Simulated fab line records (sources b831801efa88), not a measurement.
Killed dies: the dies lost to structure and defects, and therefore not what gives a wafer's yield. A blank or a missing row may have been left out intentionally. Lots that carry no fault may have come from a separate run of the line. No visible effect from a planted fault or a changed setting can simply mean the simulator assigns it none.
fab line records	flow gf180mcu	part 1 of 2: steps 1 to 26 of 38
[record] lots = 5	wafers = 15	last-day = 33
route steps=602 shown HV_LDD@214 NSD@235 PSD@248
lots that met no fault: from a run of the same line without faults
start-h: hours from the record's first day to the start of the lot's first wafer shown	wait-h: hours elapsed since this lot's preceding step	" same as the row above	L1.1+2: a single row standing in for several wafers	- value missing, or start not given	* or withheld: withheld	< > ~ a bound
route shown NAME@n: a module of which the file shows steps, and the number in the route of the first	usual: mean/standard deviation taken from wafers without a fault	same: alike in all rows	chamber/n: place in a boat	sites: each site's reading	_std_site: how widely they spread, as a standard deviation	_edge_site: outer sites' mean less inner sites'	radius-mm: how far each site lies from the wafer's centre	mask NAME#n: copy n	behind: the tool/chamber that last shaped the wafer	hold: cause of the lot's hold/its duration in hours/its outcome	device: whichever transistor did not switch (one of n, p or np)	end of line: the same wafers' tests at the end of the route	where a step has no rows: the recipe by itself	killed: dies that structure and defects cost at the first sort, which is not the same as the wafer's yield	map: a wafer's dies, marking killed ones x, the rest . and places with no die _
set.NAME: the setting the step ran with; set.NAME@STEP: the setting that earlier step ran with	model.NAME: the simulator's own value behind a step, which no gauge read
certain route steps with their lots: each step a table, each wafer a row
services: a tool's chamber out of use, with start hour (start-h, from the record's first day; less than 0 if before it), hours out, and reason
[[steps]]
[step GF_HV_LDD_TW_MEAS_38]
[usual] HV_LDD_3_TW = 1439/11
lot.wafer	tool	chamber	start-h	wait-h	HV_LDD_3_TW
L074.1	film-metro-02	-	253.82	0.1	1430
L074.4	"	-	"	"	1432
L074.6	"	-	"	"	1424
L075.1	film-metro-02	-	261.81	0.1	1431
L075.4	"	-	"	"	1424
L075.5	"	-	"	"	1436
L081.2	film-metro-04	-	304.13	0.1	1468
L081.5	"	-	"	"	1462
L081.6	"	-	"	"	1455
L089.3	film-metro-02	-	371.79	0.1	1429
L089.5	"	-	"	"	1432
L089.6	"	-	"	"	1421
L091.4	film-metro-02	-	387.20	0.1	1445
L091.5	"	-	"	"	1439
L091.6	"	-	"	"	1442
[step GF_HV_LDD_DEHYDRATE_39]
[recipe] temp-c = 200	time-s = 60
[usual] heater-power-total-W = 160.38/0.12
lot.wafer	tool	chamber	start-h	wait-h	heater-power-total-W
L074.1	litho-track-04	0	262.96	9.1	160.52
L074.4	"	0	"	"	160.49
L074.6	"	0	"	"	160.47
L075.1	litho-track-04	0	270.96	9.1	160.37
L075.4	"	0	"	"	160.40
L075.5	"	0	"	"	160.29
L081.2	litho-track-02	0	313.63	9.5	160.50
L081.5	"	0	"	"	160.39
L081.6	"	0	"	"	160.33
L089.3	litho-track-01	0	382.73	10.9	160.35
L089.5	"	0	"	"	160.37
L089.6	"	0	"	"	160.59
L091.4	litho-track-01	0	398.50	11.3	160.47
L091.5	"	0	"	"	160.36
L091.6	"	0	"	"	160.23
[step GF_HV_LDD_HMDS_40]
[recipe] prime-time-s = 60	prime-temp-c = 120
lot.wafer	tool	chamber	start-h	wait-h
L074.1+4+6	litho-track-04	0	263.11	0.1
L075.1+4+5	litho-track-04	0	271.11	0.1
L081.2+5+6	litho-track-02	0	313.78	0.1
L089.3+5+6	litho-track-01	0	382.88	0.1
L091.4+5+6	litho-track-01	0	398.65	0.1
[step GF_HV_LDD_COAT_41]
[recipe] resist = NOVOLAK	spin-rpm = 3000	resist-thk-nm = 1000
lot.wafer	tool	chamber	start-h	wait-h
L074.1+4+6	litho-track-04	0	263.26	0.1
L075.1+4+5	litho-track-04	0	271.26	0.1
L081.2+5+6	litho-track-02	0	313.93	0.1
L089.3+5+6	litho-track-01	0	383.03	0.1
L091.4+5+6	litho-track-01	0	398.80	0.1
[step GF_HV_LDD_SOFTBAKE_42]
[recipe] temp-c = 90	time-s = 60	resist = NOVOLAK
[usual] heater-power-total-W = 56.60/0.042
lot.wafer	tool	chamber	start-h	wait-h	heater-power-total-W
L074.1	litho-track-04	0	263.41	0.1	56.61
L074.4	"	0	"	"	56.59
L074.6	"	0	"	"	56.59
L075.1	litho-track-04	0	271.41	0.1	56.67
L075.4	"	0	"	"	56.56
L075.5	"	0	"	"	56.67
L081.2	litho-track-02	0	314.08	0.1	56.61
L081.5	"	0	"	"	56.68
L081.6	"	0	"	"	56.60
L089.3	litho-track-01	0	383.18	0.1	56.62
L089.5	"	0	"	"	56.58
L089.6	"	0	"	"	56.57
L091.4	litho-track-01	0	398.95	0.1	56.59
L091.5	"	0	"	"	56.62
L091.6	"	0	"	"	56.59
[step GF_HV_LDD_EXPOSE_43]
[recipe] mask-id = Pplus_HV_AREA	target-cd-nm = 400	na = 0.6	source-shape = conventional	sigma-outer = 0.6	dose-mj = 140
[usual] reticle-temp-C = 23.02/0.11
lot.wafer	tool	chamber	start-h	wait-h	mask	reticle-temp-C
L074.1	iline-stepper-02	0	-	-	Pplus_HV_AREA#0	22.99
L074.4	"	0	"	"	Pplus_HV_AREA#0	22.94
L074.6	"	0	"	"	Pplus_HV_AREA#0	23.02
L075.1	iline-stepper-02	0	-	-	Pplus_HV_AREA#0	22.98
L075.4	"	0	"	"	Pplus_HV_AREA#0	22.93
L075.5	"	0	"	"	Pplus_HV_AREA#0	22.98
L081.2	iline-stepper-01	0	-	-	Pplus_HV_AREA#0	23.14
L081.5	"	0	"	"	Pplus_HV_AREA#0	23.10
L081.6	"	0	"	"	Pplus_HV_AREA#0	22.92
L089.3	iline-stepper-01	0	-	-	Pplus_HV_AREA#0	22.99
L089.5	"	0	"	"	Pplus_HV_AREA#0	23.06
L089.6	"	0	"	"	Pplus_HV_AREA#0	23.07
L091.4	iline-stepper-01	0	-	-	Pplus_HV_AREA#0	22.83
L091.5	"	0	"	"	Pplus_HV_AREA#0	22.99
L091.6	"	0	"	"	Pplus_HV_AREA#0	23.00
[step GF_HV_LDD_PEB_44]
[recipe] temp-c = withheld	time-s = *	resist = NOVOLAK
lot.wafer	tool	chamber	start-h	wait-h
L074.1+4+6	litho-track-01	0	-	-
L075.1+4+5	litho-track-01	0	-	-
L081.2+5+6	litho-track-02	0	-	-
L089.3+5+6	litho-track-01	0	-	-
L091.4+5+6	litho-track-02	0	-	-
[step GF_HV_LDD_DEVELOP_45]
[recipe] develop-time-s = 60	dev-temp-c = 23
lot.wafer	tool	chamber	start-h	wait-h
L074.1+4+6	litho-track-01	0	272.88	0.1
L075.1+4+5	litho-track-01	0	281.33	0.1
L081.2+5+6	litho-track-02	0	324.73	0.1
L089.3+5+6	litho-track-01	0	394.78	0.1
L091.4+5+6	litho-track-02	0	410.98	0.1
[step GF_HV_LDD_CD_MEAS_46]
[recipe] target-cd-nm = 400
[usual] cd-nm = 399.2/1.6
lot.wafer	tool	chamber	start-h	wait-h	cd-nm
L074.1	cd-sem-02	-	273.03	0.1	395.8
L074.4	"	-	"	"	395.0
L074.6	"	-	"	"	396.2
L075.1	cd-sem-02	-	281.48	0.1	397.6
L075.4	"	-	"	"	399.9
L075.5	"	-	"	"	397.4
L081.2	cd-sem-01	-	324.87	0.1	398.0
L081.5	"	-	"	"	397.2
L081.6	"	-	"	"	398.0
L089.3	cd-sem-02	-	394.92	0.1	400.7
L089.5	"	-	"	"	395.8
L089.6	"	-	"	"	396.7
L091.4	cd-sem-02	-	411.11	0.1	399.3
L091.5	"	-	"	"	398.0
L091.6	"	-	"	"	399.7
[step GF_HV_LDD_OVL_MEAS_47]
[usual] HV_LDD_03_OVL = 2.2/1.4
lot.wafer	tool	chamber	start-h	wait-h	HV_LDD_03_OVL[nm]
L074.1	overlay-01	-	273.15	0.1	1.6
L074.4	"	-	"	"	2.9
L074.6	"	-	"	"	3.0
L075.1	overlay-01	-	281.60	0.1	3.8
L075.4	"	-	"	"	1.4
L075.5	"	-	"	"	3.8
L081.2	overlay-02	-	324.98	0.1	4.5
L081.5	"	-	"	"	2.2
L081.6	"	-	"	"	5.8
L089.3	overlay-01	-	395.01	0.1	4.1
L089.5	"	-	"	"	3.3
L089.6	"	-	"	"	2.3
L091.4	overlay-02	-	411.19	0.1	1.7
L091.5	"	-	"	"	1.3
L091.6	"	-	"	"	0.3
[step GF_HV_LDD_IMPLANT_48]
[recipe] species = B	energy-kev = 25	dose-cm2 = 3e+13	tilt-deg = 7
[usual] tilt-deg = 7.002/0.022
lot.wafer	tool	chamber	start-h	wait-h	tilt-deg
L074.1	implanter-02	0	273.18	0.0	6.989
L074.4	"	0	"	"	7.008
L074.6	"	0	"	"	7.010
L075.1	implanter-01	0	281.63	0.0	6.952
L075.4	"	0	"	"	6.994
L075.5	"	0	"	"	6.965
L081.2	implanter-01	0	325.03	0.0	7.018
L081.5	"	0	"	"	7.028
L081.6	"	0	"	"	7.070
L089.3	implanter-04	0	395.08	0.1	7.015
L089.5	"	0	"	"	7.008
L089.6	"	0	"	"	6.998
L091.4	implanter-02	0	411.28	0.1	7.022
L091.5	"	0	"	"	7.036
L091.6	"	0	"	"	6.996
[step GF_HV_LDD_STRIP_49]
[recipe] chemistry = O2/N2	power-w = 1400	pressure-mtorr = 1500	platen-temp-c = 250	o2-flow-sccm = 3000	n2-flow-sccm = 300	overash-fraction = 0.5
[usual] drypump-motor-current-A = 5.4/0.39	heater-power-w = 326/18	oes-product-au = 0.716/0.0044	strip-time-to-endpoint-s = 12.65/0.035
lot.wafer	tool	chamber	start-h	wait-h	drypump-motor-current-A	heater-power-w	oes-product-au	rf-hours-counter-h	strip-time-to-endpoint-s
L074.1	plasma-asher-01	0	273.33	0.1	5.2	356	0.726	63	12.64
L074.4	"	0	"	"	5.2	344	0.724	-	12.67
L074.6	"	1	"	"	5.1	359	0.720	-	12.64
L075.1	plasma-asher-01	1	281.78	0.1	5.1	364	0.723	64	12.65
L075.4	"	1	"	"	5.1	367	0.716	-	12.61
L075.5	"	1	"	"	5.1	365	0.720	-	12.59
L081.2	plasma-asher-02	0	325.16	0.1	5.4	315	0.719	23	12.73
L081.5	"	1	"	"	6.0	321	0.716	-	12.65
L081.6	"	0	"	"	5.5	323	0.711	-	12.65
L089.3	plasma-asher-04	0	395.22	0.1	5.5	323	0.716	-	12.66
L089.5	"	0	"	"	5.5	327	0.710	-	12.69
L089.6	"	1	"	"	4.8	310	0.718	-	12.69
L091.4	plasma-asher-04	1	411.39	0.1	4.8	301	0.718	-	12.60
L091.5	"	1	"	"	4.8	310	0.703	-	12.60
L091.6	"	0	"	"	5.5	326	0.720	-	12.65
[step GF_HV_LDD_TW_MEAS_50]
[usual] HV_LDD_4_TW = 571/3.9
lot.wafer	tool	chamber	start-h	wait-h	HV_LDD_4_TW
L074.1	film-metro-04	-	273.43	0.1	579
L074.4	"	-	"	"	578
L074.6	"	-	"	"	577
L075.1	film-metro-03	-	281.88	0.1	575
L075.4	"	-	"	"	571
L075.5	"	-	"	"	572
L081.2	film-metro-02	-	325.27	0.1	568
L081.5	"	-	"	"	565
L081.6	"	-	"	"	567
L089.3	film-metro-02	-	395.30	0.1	569
L089.5	"	-	"	"	569
L089.6	"	-	"	"	574
L091.4	film-metro-03	-	411.49	0.1	572
L091.5	"	-	"	"	573
L091.6	"	-	"	"	572
[step GF_HV_LDD_CLEAN_51]
[recipe] chemistry = SC1/SC2	mix = 1:4:20	temp-c = 70	time-s = 150	dry = n2-spin
[usual] bath-guard-temp-C = 69.9/0.38	temp-c = 69.98/0.12
lot.wafer	tool	chamber	start-h	wait-h	bath-guard-temp-C	temp-c
L074.1	wet-bench-03	1	273.49	0.1	70.1	69.99
L074.4	"	1	"	"	69.8	70.00
L074.6	"	1	"	"	70.2	70.04
L075.1	wet-bench-01	1	281.94	0.1	69.0	70.00
L075.4	"	1	"	"	68.8	69.99
L075.5	"	1	"	"	69.2	69.97
L081.2	wet-bench-01	2	325.32	0.0	70.7	70.16
L081.5	"	2	"	"	70.8	70.04
L081.6	"	2	"	"	70.4	69.99
L089.3	wet-bench-04	1	395.34	0.0	69.9	69.82
L089.5	"	1	"	"	69.9	69.92
L089.6	"	1	"	"	69.9	69.94
L091.4	wet-bench-01	3	411.52	0.0	69.3	69.86
L091.5	"	3	"	"	69.5	70.00
L091.6	"	3	"	"	69.8	69.89
[step GF_HV_LDD_RTA_52]
[recipe] temp-c = 1000	time-s = 10	ambient = N2
[usual] lamp-power-pct = 33/3.5	wafer_temp_C_max = 1005.1/2.1
lot.wafer	tool	chamber	start-h	wait-h	lamp-power-pct	wafer_temp_C_max
L074.1	rtp-anneal-02	0	273.54	0.0	37	1002.8
L074.4	"	0	"	"	37	1002.7
L074.6	"	0	"	"	37	1002.8
L075.1	rtp-anneal-01	0	281.99	0.0	30	1010.0
L075.4	"	0	"	"	30	1010.7
L075.5	"	0	"	"	30	1008.6
L081.2	rtp-anneal-02	0	325.38	0.0	37	1004.3
L081.5	"	0	"	"	37	1003.2
L081.6	"	0	"	"	37	1004.0
L089.3	rtp-anneal-02	0	395.41	0.0	37	1003.0
L089.5	"	0	"	"	37	1002.1
L089.6	"	0	"	"	37	1003.4
L091.4	rtp-anneal-01	0	411.60	0.0	30	1005.6
L091.5	"	0	"	"	30	1006.5
L091.6	"	0	"	"	30	1005.8
[step GF_HV_LDD_RS_MEAS_53]
[recipe] thk-meas-gauge = four-point-probe
[usual] HV_LDD_RS = 418.5/0.98
lot.wafer	tool	chamber	start-h	wait-h	HV_LDD_RS[ohm/sq]
L074.1	film-metro-02	-	273.61	0.1	418.6
L074.4	"	-	"	"	418.9
L074.6	"	-	"	"	418.6
L075.1	film-metro-02	-	282.06	0.1	419.7
L075.4	"	-	"	"	419.9
L075.5	"	-	"	"	420.3
L081.2	film-metro-04	-	325.46	0.1	417.6
L081.5	"	-	"	"	418.1
L081.6	"	-	"	"	417.4
L089.3	film-metro-04	-	395.50	0.1	416.5
L089.5	"	-	"	"	417.3
L089.6	"	-	"	"	418.3
L091.4	film-metro-03	-	411.69	0.1	418.8
L091.5	"	-	"	"	418.5
L091.6	"	-	"	"	418.1
[step GF_HV_LDD_CVD_54]
[recipe] material = SiO2	target-thk-nm = 10	precursor = TEOS	temp-c = 680	time-s = 75	pressure-mtorr = 400
[usual] spike-tc-bottom-C = 701.7/1.7	spike-tc-upper-C = 679.8/1.1	zone-power-top-pct = 22.1/1.6	zone-power-upper-pct = 10.6/0.95
lot.wafer	tool	chamber	start-h	wait-h	spike-tc-bottom-C	spike-tc-upper-C	zone-power-top-pct	zone-power-upper-pct
L074.1	lpcvd-02	1	273.73	0.1	702.9	679.0	22.3	11.7
L074.4	"	1	"	"	704.4	678.4	22.2	12.0
L074.6	"	1	"	"	703.1	680.6	22.3	11.8
L075.1	lpcvd-02	0	282.18	0.1	700.7	679.9	22.1	9.6
L075.4	"	0	"	"	703.0	679.1	22.1	9.8
L075.5	"	0	"	"	701.8	678.8	21.8	9.7
L081.2	lpcvd-02	1	325.56	0.1	701.3	680.9	22.5	11.8
L081.5	"	1	"	"	704.0	678.4	22.3	11.9
L081.6	"	1	"	"	702.2	678.6	22.6	11.9
L089.3	lpcvd-02	1	395.58	0.1	701.8	679.5	22.6	11.7
L089.5	"	1	"	"	705.3	678.1	22.5	12.0
L089.6	"	1	"	"	704.3	679.3	22.2	11.8
L091.4	lpcvd-02	1	411.75	0.0	703.7	678.3	22.3	11.7
L091.5	"	1	"	"	703.3	679.9	22.6	11.8
L091.6	"	1	"	"	701.7	681.3	22.1	11.7
[step GF_HV_LDD_THK_MEAS_55]
[recipe] reads = SiO2_of_HV_LDD_CVD_54
[usual] HV_LDD_CVD_54_THK = 10.03/0.14
lot.wafer	tool	chamber	start-h	wait-h	HV_LDD_CVD_54_THK[nm]
L074.1	film-metro-04	-	274.75	0.0	10.24
L074.4	"	-	"	"	10.25
L074.6	"	-	"	"	10.18
L075.1	film-metro-03	-	283.20	0.0	10.16
L075.4	"	-	"	"	10.15
L075.5	"	-	"	"	10.22
L081.2	film-metro-02	-	326.59	0.0	9.89
L081.5	"	-	"	"	9.83
L081.6	"	-	"	"	9.95
L089.3	film-metro-04	-	396.62	0.0	10.05
L089.5	"	-	"	"	9.95
L089.6	"	-	"	"	10.08
L091.4	film-metro-03	-	412.80	0.0	10.00
L091.5	"	-	"	"	9.91
L091.6	"	-	"	"	10.04
[step GF_HV_LDD_CVD_56]
[recipe] material = Si3N4	precursor = DCS/NH3	target-thk-nm = 90	temp-c = 770	time-s = 1543	pressure-mtorr = 250
[usual] spike-tc-bottom-C = 790.4/1.6	spike-tc-upper-C = 769.6/1.4	zone-power-top-pct = 28/3.4	zone-power-upper-pct = 13.4/0.93
lot.wafer	tool	chamber	start-h	wait-h	spike-tc-bottom-C	spike-tc-upper-C	zone-power-top-pct	zone-power-upper-pct
L074.1	lpcvd-01	0	274.81	0.1	792.1	769.2	32	14.3
L074.4	"	0	"	"	791.2	768.9	32	14.1
L074.6	"	0	"	"	791.2	766.5	32	13.9
L075.1	lpcvd-01	0	283.56	0.3	792.0	766.3	33	14.1
L075.4	"	0	"	"	791.9	769.2	32	14.1
L075.5	"	0	"	"	791.8	767.7	32	14.0
L081.2	lpcvd-01	1	326.84	0.2	791.3	771.7	24	12.7
L081.5	"	1	"	"	788.7	771.0	24	12.9
L081.6	"	1	"	"	789.2	771.0	24	12.7
L089.3	lpcvd-01	0	396.66	0.0	790.5	767.1	33	14.2
L089.5	"	0	"	"	789.6	769.7	32	13.9
L089.6	"	0	"	"	790.1	768.2	32	14.0
L091.4	lpcvd-02	0	412.83	0.0	791.0	769.7	26	12.3
L091.5	"	0	"	"	790.7	771.1	26	12.3
L091.6	"	0	"	"	790.5	770.1	26	12.1
[step GF_HV_LDD_THK_MEAS_57]
[recipe] reads = Si3N4_of_HV_LDD_CVD_56
[usual] HV_LDD_CVD_56_THK = 90.2/0.95
lot.wafer	tool	chamber	start-h	wait-h	HV_LDD_CVD_56_THK[nm]
L074.1	film-metro-04	-	276.24	0.0	89.3
L074.4	"	-	"	"	89.0
L074.6	"	-	"	"	89.2
L075.1	film-metro-02	-	284.99	0.0	89.6
L075.4	"	-	"	"	90.1
L075.5	"	-	"	"	89.8
L081.2	film-metro-02	-	328.28	0.0	90.1
L081.5	"	-	"	"	90.4
L081.6	"	-	"	"	91.3
L089.3	film-metro-02	-	398.11	0.0	90.5
L089.5	"	-	"	"	89.8
L089.6	"	-	"	"	90.4
L091.4	film-metro-04	-	414.29	0.0	89.7
L091.5	"	-	"	"	90.4
L091.6	"	-	"	"	90.0
[step GF_HV_LDD_ETCHBACK_58]
[recipe] chemistry = CH3F/O2	target = Si3N4	stop-on = SiO2	source-w = 400	bias-w = 80	pressure-mtorr = 25	ch3f-flow-sccm = 40	O2_flow_sccm = 30	time-s = 100	target-depth-a = 900
[usual] drypump-motor-current-A = 5.63/0.28	oes-product-au = 0.843/0.0066	throttle-valve-pct = 10.561/0.01
lot.wafer	tool	chamber	start-h	wait-h	drypump-motor-current-A	oes-product-au	rf-hours-counter-h	throttle-valve-pct
L074.1	rie-diel-04	3	276.30	0.1	5.59	0.836	3	10.567
L074.4	"	2	"	"	5.20	0.838	61	10.558
L074.6	"	0	"	"	6.22	0.838	-	10.551
L075.1	rie-diel-03	0	285.05	0.1	5.89	0.849	111	10.572
L075.4	"	3	"	"	5.85	0.846	54	10.565
L075.5	"	1	"	"	5.46	0.844	-	10.574
L081.2	rie-diel-01	2	328.33	0.0	5.50	0.844	1	10.567
L081.5	"	2	"	"	5.57	0.850	-	10.584
L081.6	"	1	"	"	5.30	0.845	-	10.540
L089.3	rie-diel-03	2	398.15	0.0	5.73	0.848	39	10.578
L089.5	"	2	"	"	5.70	0.839	-	10.564
L089.6	"	3	"	"	5.87	0.845	-	10.563
L091.4	rie-diel-04	1	414.32	0.0	5.57	0.843	76	10.552
L091.5	"	1	"	"	5.61	0.846	-	10.559
L091.6	"	0	"	"	6.22	0.848	-	10.534
[step GF_NSD_DEHYDRATE_00]
[recipe] temp-c = 200	time-s = 60
[usual] heater-power-total-W = 160.37/0.12
lot.wafer	tool	chamber	start-h	wait-h	heater-power-total-W
L074.1	litho-track-04	0	285.71	9.4	160.55
L074.4	"	0	"	"	160.27
L074.6	"	0	"	"	160.20
L075.1	litho-track-03	0	294.69	9.6	160.49
L075.4	"	0	"	"	160.28
L075.5	"	0	"	"	160.45
L081.2	litho-track-01	0	338.25	9.9	160.18
L081.5	"	0	"	"	160.33
L081.6	"	0	"	"	160.21
L089.3	litho-track-03	0	409.38	11.2	160.44
L089.5	"	0	"	"	160.57
L089.6	"	0	"	"	160.43
L091.4	litho-track-01	0	425.70	11.3	160.49
L091.5	"	0	"	"	160.43
L091.6	"	0	"	"	160.59
[step GF_NSD_HMDS_01]
[recipe] prime-time-s = 60	prime-temp-c = 120
lot.wafer	tool	chamber	start-h	wait-h
L074.1+4+6	litho-track-04	0	285.86	0.1
L075.1+4+5	litho-track-03	0	294.84	0.1
L081.2+5+6	litho-track-01	0	338.40	0.1
L089.3+5+6	litho-track-03	0	409.53	0.1
L091.4+5+6	litho-track-01	0	425.85	0.1
[step GF_NSD_COAT_02]
[recipe] resist = NOVOLAK	spin-rpm = 3000	resist-thk-nm = 1000
lot.wafer	tool	chamber	start-h	wait-h
L074.1+4+6	litho-track-04	0	286.01	0.1
L075.1+4+5	litho-track-03	0	294.99	0.1
L081.2+5+6	litho-track-01	0	338.55	0.1
L089.3+5+6	litho-track-03	0	409.68	0.1
L091.4+5+6	litho-track-01	0	426.00	0.1
[step GF_NSD_SOFTBAKE_03]
[recipe] temp-c = 90	time-s = 60	resist = NOVOLAK
[usual] heater-power-total-W = 56.60/0.047
lot.wafer	tool	chamber	start-h	wait-h	heater-power-total-W
L074.1	litho-track-04	0	286.16	0.1	56.60
L074.4	"	0	"	"	56.62
L074.6	"	0	"	"	56.62
L075.1	litho-track-03	0	295.14	0.1	56.68
L075.4	"	0	"	"	56.64
L075.5	"	0	"	"	56.61
L081.2	litho-track-01	0	338.70	0.1	56.59
L081.5	"	0	"	"	56.58
L081.6	"	0	"	"	56.59
L089.3	litho-track-03	0	409.83	0.1	56.64
L089.5	"	0	"	"	56.64
L089.6	"	0	"	"	56.59
L091.4	litho-track-01	0	426.15	0.1	56.59
L091.5	"	0	"	"	56.58
L091.6	"	0	"	"	56.60
[step GF_NSD_EXPOSE_04]
[recipe] mask-id = Nplus	target-cd-nm = 400	na = 0.6	source-shape = conventional	sigma-outer = 0.6	dose-mj = 140
[usual] reticle-temp-C = 22.99/0.11
lot.wafer	tool	chamber	start-h	wait-h	mask	reticle-temp-C
L074.1	iline-stepper-01	0	-	-	Nplus#0	22.88
L074.4	"	0	"	"	Nplus#0	22.90
L074.6	"	0	"	"	Nplus#0	23.11
L075.1	iline-stepper-01	0	-	-	Nplus#0	22.96
L075.4	"	0	"	"	Nplus#0	23.08
L075.5	"	0	"	"	Nplus#0	22.91
L081.2	iline-stepper-01	0	-	-	Nplus#0	23.02
L081.5	"	0	"	"	Nplus#0	22.90
L081.6	"	0	"	"	Nplus#0	23.01
L089.3	iline-stepper-02	0	-	-	Nplus#0	22.86
L089.5	"	0	"	"	Nplus#0	22.90
L089.6	"	0	"	"	Nplus#0	22.68
L091.4	iline-stepper-02	0	-	-	Nplus#0	23.01
L091.5	"	0	"	"	Nplus#0	22.86
L091.6	"	0	"	"	Nplus#0	22.93
